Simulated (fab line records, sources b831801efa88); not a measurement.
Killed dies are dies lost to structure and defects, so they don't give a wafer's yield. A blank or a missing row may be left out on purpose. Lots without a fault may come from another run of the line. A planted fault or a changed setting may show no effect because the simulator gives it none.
fab line records | flow gf180mcu
record lots=13 wafers=39 last_day=35
route steps=602 shown V2@403 V3@430 MIM@503 M5@533
lots that met no fault: from a run of the same line without faults
start_h: hours from the record's first day to the start of the lot's first wafer shown | wait_h: hours since the lot's step before | " the same as in the row above | L1.1+2: a row that stands for several wafers | - no value, or no start given | * or withheld: withheld | < > ~ a bound
route shown NAME@n: a module of which the file shows steps, and the number in the route of the first | usual: mean/standard deviation of fault-free wafers | same: alike in all rows | chamber/n: place in a boat | sites: the reading at each site | _std_site: their standard deviation | _edge_site: outer sites' mean less inner sites' | radius_mm: how far each site lies from the wafer's centre | mask NAME#n: copy n | behind: the tool/chamber that last shaped the wafer | hold: why the lot was held/for how many hours/how that ended | device: the transistor (n, p or np) that didn't switch | end of line: the same wafers' tests at the end of the route | a step without rows: its recipe alone | killed: dies lost to structure and defects at the first sort, not the wafer's yield | map: a wafer's dies, x killed, . not, _ none there
set.NAME: the setting as run; set.NAME@STEP: as run at that earlier step | model.NAME: the simulator's own value behind a step, which no gauge read
steps of the route over a sample of lots; a table a step, a row a wafer
services: from which hour (start_h, from the record's first day; less than 0 if before it) a tool's chamber was out of use, for how many hours, and why
## steps
# step GF_V2_SPUTTER_21
# recipe material=Ti target_thk_nm=15 chamber_pressure_pa=5 power_w=2500 substrate_temp_c=200 time_s=80.02
# usual cathode_dc_power_W=2500.0/0.43 chamber_pressure_pa=4.999/0.0095 throttle_valve_pct=29.8/1.1
# columns lot.wafer tool chamber start_h wait_h cathode_dc_power_W chamber_pressure_pa throttle_valve_pct
L441.3 pvd_sputter-04 - 468.42 0.0 2499.6 4.998 28.8
L441.4 " - " " 2500.5 4.999 27.9
L441.5 " - " " 2499.3 5.016 28.6
L442.1 pvd_sputter-04 - 481.80 0.0 2499.7 5.011 29.9
L442.2 " - " " 2499.2 4.990 28.0
L442.4 " - " " 2500.7 4.991 28.4
L443.1 pvd_sputter-04 - 499.33 0.0 2499.6 4.990 28.1
L443.3 " - " " 2500.1 4.991 30.2
L443.4 " - " " 2499.9 4.990 28.4
L444.1 pvd_sputter-02 - 512.62 0.0 2500.3 4.996 29.2
L444.2 " - " " 2499.7 5.006 31.3
L444.4 " - " " 2499.6 5.001 31.7
L445.3 pvd_sputter-02 - 513.47 0.0 2500.3 5.001 31.4
L445.4 " - " " 2500.1 4.996 31.0
L445.5 " - " " 2500.0 5.018 31.3
L447.2 pvd_sputter-03 - 535.08 0.0 2500.1 5.000 30.9
L447.3 " - " " 2499.4 5.003 30.5
L447.6 " - " " 2500.2 4.994 28.6
L448.1 pvd_sputter-04 - 542.07 0.0 2499.1 4.990 28.1
L448.2 " - " " 2499.3 4.995 30.0
L448.6 " - " " 2500.0 4.991 28.0
L449.1 pvd_sputter-02 - 550.10 0.0 2499.7 5.013 29.4
L449.3 " - " " 2499.3 5.002 31.2
L449.5 " - " " 2499.7 4.993 29.3
L452.1 pvd_sputter-03 - 572.27 0.0 2500.4 5.007 30.6
L452.4 " - " " 2499.8 5.012 30.3
L452.6 " - " " 2500.2 5.001 30.6
L459.1 pvd_sputter-04 - 624.71 0.0 2500.3 4.993 29.8
L459.5 " - " " 2499.5 5.006 29.8
L459.6 " - " " 2500.5 5.002 27.9
L460.1 pvd_sputter-02 - 628.26 0.0 2500.4 5.002 29.4
L460.2 " - " " 2499.9 4.994 29.5
L460.5 " - " " 2500.2 4.996 29.1
L461.1 pvd_sputter-02 - 639.42 0.0 2500.1 5.000 29.3
L461.2 " - " " 2499.2 4.989 31.2
L461.4 " - " " 2500.7 4.989 29.4
L464.2 pvd_sputter-04 - 666.11 0.0 2499.8 4.984 30.1
L464.4 " - " " 2499.5 4.989 28.7
L464.6 " - " " 2499.3 4.998 29.8
# step GF_V3_THK_MEAS_01
# recipe reads=SiO2_of_V3_CVD_00
# usual V3_CVD_00_THK=599/6.5
# columns lot.wafer tool chamber start_h wait_h V3_CVD_00_THK[nm]
L441.3 film_metro-02 - 494.40 0.1 595
L441.4 " - " " 597
L441.5 " - " " 611
L442.1 film_metro-02 - 507.53 0.0 597
L442.2 " - " " 613
L442.4 " - " " 611
L443.1 film_metro-02 - 524.49 0.0 607
L443.3 " - " " 608
L443.4 " - " " 610
L444.1 film_metro-02 - 537.30 0.1 598
L444.2 " - " " 592
L444.4 " - " " 590
L445.3 film_metro-02 - 538.26 0.1 596
L445.4 " - " " 595
L445.5 " - " " 594
L447.2 film_metro-02 - 559.84 0.0 604
L447.3 " - " " 595
L447.6 " - " " 603
L448.1 film_metro-02 - 566.78 0.0 602
L448.2 " - " " 599
L448.6 " - " " 597
L449.1 film_metro-02 - 574.54 0.0 597
L449.3 " - " " 595
L449.5 " - " " 588
L452.1 film_metro-04 - 595.74 0.0 596
L452.4 " - " " 599
L452.6 " - " " 603
L459.1 film_metro-01 - 647.39 0.0 607
L459.5 " - " " 601
L459.6 " - " " 597
L460.1 film_metro-04 - 650.58 0.0 603
L460.2 " - " " 602
L460.5 " - " " 607
L461.1 film_metro-02 - 662.43 0.1 603
L461.2 " - " " 600
L461.4 " - " " 601
L464.2 film_metro-04 - 687.27 0.0 612
L464.4 " - " " 603
L464.6 " - " " 600
# step GF_MIM_SPUTTER_00
# recipe material=Ti target_thk_nm=37.5 arriving_ion_energy_ev=80 substrate_temp_c=200 chamber_pressure_pa=2 power_w=4000 time_s=150
# usual cathode_dc_power_W=4000.0/0.68 chamber_pressure_pa=2.000/0.0041 throttle_valve_pct=30.4/1.1
# columns lot.wafer tool chamber start_h wait_h cathode_dc_power_W chamber_pressure_pa throttle_valve_pct
L441.3 pvd_sputter-01 - 569.29 0.2 4001.3 1.998 32.0
L441.4 " - " " 3999.9 2.000 29.9
L441.5 " - " " 3999.4 1.998 29.5
L442.1 pvd_sputter-01 - 580.91 0.2 4000.5 1.999 29.9
L442.2 " - " " 4001.1 2.003 32.1
L442.4 " - " " 3999.4 2.007 30.7
L443.1 pvd_sputter-01 - 596.01 0.2 3999.8 2.001 30.4
L443.3 " - " " 4000.4 1.999 30.0
L443.4 " - " " 4000.0 2.001 31.8
L444.1 pvd_sputter-02 - 608.36 0.2 3999.9 2.005 31.6
L444.2 " - " " 4001.7 2.002 31.2
L444.4 " - " " 4000.5 2.005 29.1
L445.3 pvd_sputter-01 - 611.00 0.1 4000.1 1.996 29.8
L445.4 " - " " 3999.3 1.992 30.5
L445.5 " - " " 4001.3 2.007 32.2
L447.2 pvd_sputter-02 - 630.61 0.1 4000.2 1.997 29.5
L447.3 " - " " 3999.6 2.005 29.2
L447.6 " - " " 4001.4 2.001 29.4
L448.1 pvd_sputter-02 - 636.89 0.2 3999.4 1.997 29.2
L448.2 " - " " 3999.8 2.001 31.4
L448.6 " - " " 3999.8 2.001 31.1
L449.1 pvd_sputter-01 - 644.16 0.2 3999.8 1.995 32.0
L449.3 " - " " 4000.5 2.008 30.6
L449.5 " - " " 4001.7 2.001 30.6
L452.1 pvd_sputter-02 - 664.14 0.1 4000.6 2.002 29.1
L452.4 " - " " 4000.2 1.998 31.9
L452.6 " - " " 4000.0 2.000 31.2
L459.1 pvd_sputter-01 - 712.76 0.2 - - -
L459.5 " - " " - - -
L459.6 " - " " - - -
L460.1 pvd_sputter-04 - 714.96 0.1 - - -
L460.2 " - " " - - -
L460.5 " - " " - - -
L461.1 pvd_sputter-02 - 726.05 0.1 - - -
L461.2 " - " " - - -
L461.4 " - " " - - -
L464.2 pvd_sputter-01 - 748.17 0.2 3999.9 1.998 29.8
L464.4 " - " " 3998.9 1.996 30.8
L464.6 " - " " 4001.2 1.995 29.8
# step GF_M5_CD_MEAS_07
# recipe target_cd_nm=280
# usual cd_nm=279.9/0.91
# columns lot.wafer tool chamber start_h wait_h cd_nm
L441.3 cd_sem-02 - 614.18 0.1 279.2
L441.4 " - " " 279.3
L441.5 " - " " 280.2
L442.1 cd_sem-02 - 624.83 0.1 279.7
L442.2 " - " " 279.7
L442.4 " - " " 279.8
L443.1 cd_sem-02 - 639.63 0.1 280.8
L443.3 " - " " 280.5
L443.4 " - " " 280.1
L444.1 cd_sem-01 - 651.74 0.1 280.6
L444.2 " - " " 280.8
L444.4 " - " " 279.7
L445.3 cd_sem-01 - 654.51 0.1 280.0
L445.4 " - " " 279.9
L445.5 " - " " 281.0
L447.2 cd_sem-01 - 672.47 0.1 280.9
L447.3 " - " " 280.6
L447.6 " - " " 279.6
L448.1 cd_sem-01 - 679.83 0.1 279.7
L448.2 " - " " 280.2
L448.6 " - " " 279.2
L449.1 cd_sem-01 - 685.79 0.1 279.5
L449.3 " - " " 281.2
L449.5 " - " " 280.9
L452.1 cd_sem-01 - 703.44 0.1 280.1
L452.4 " - " " 279.6
L452.6 " - " " 279.9
L459.1 cd_sem-02 - 748.84 0.1 279.3
L459.5 " - " " 279.2
L459.6 " - " " 279.1
L460.1 cd_sem-01 - 751.23 0.1 280.9
L460.2 " - " " 281.1
L460.5 " - " " 280.2
L461.1 cd_sem-02 - 761.20 0.1 280.1
L461.2 " - " " 278.2
L461.4 " - " " 279.7
L464.2 cd_sem-01 - 781.76 0.1 279.6
L464.4 " - " " 279.8
L464.6 " - " " 279.3
## services
# columns tool chamber start_h hours kind
pvd_sputter-02 - 462.48 3.7 repair
pvd_sputter-03 - 485.82 2.2 repair
pvd_sputter-02 - 486.95 2.6 repair
pvd_sputter-02 - 489.36 2.1 repair
pvd_sputter-02 - 496.24 5.2 repair
pvd_sputter-03 - 499.62 0.7 repair
pvd_sputter-02 - 502.87 2.3 repair
pvd_sputter-04 - 504.75 5.1 repair
pvd_sputter-03 - 518.58 3.5 repair
pvd_sputter-02 - 573.06 2.3 repair
pvd_sputter-01 - 584.33 3.7 repair
pvd_sputter-04 - 599.09 25.5 repair
pvd_sputter-02 - 675.93 4.2 repair
pvd_sputter-04 - 692.20 1.6 repair
pvd_sputter-04 - 736.86 6.9 repair
pvd_sputter-03 - 737.09 12.3 repair
pvd_sputter-03 - 746.64 4.2 repair
## key
first_sign step=GF_MIM_SPUTTER_00 reading=tool_record direction=missing
effect none on later readings
met_at GF_MIM_SPUTTER_00
struck_lots L459,L460,L461
not_acting_at GF_V2_SPUTTER_21,GF_V3_THK_MEAS_01,GF_M5_CD_MEAS_07
onset_between 664.14 712.76
fault kind=skipped_step_whole tool=pvd_sputter-01,pvd_sputter-02,pvd_sputter-04 chamber=- onset_h=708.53 steps=GF_MIM_SPUTTER_00 scope=struck_lots_only
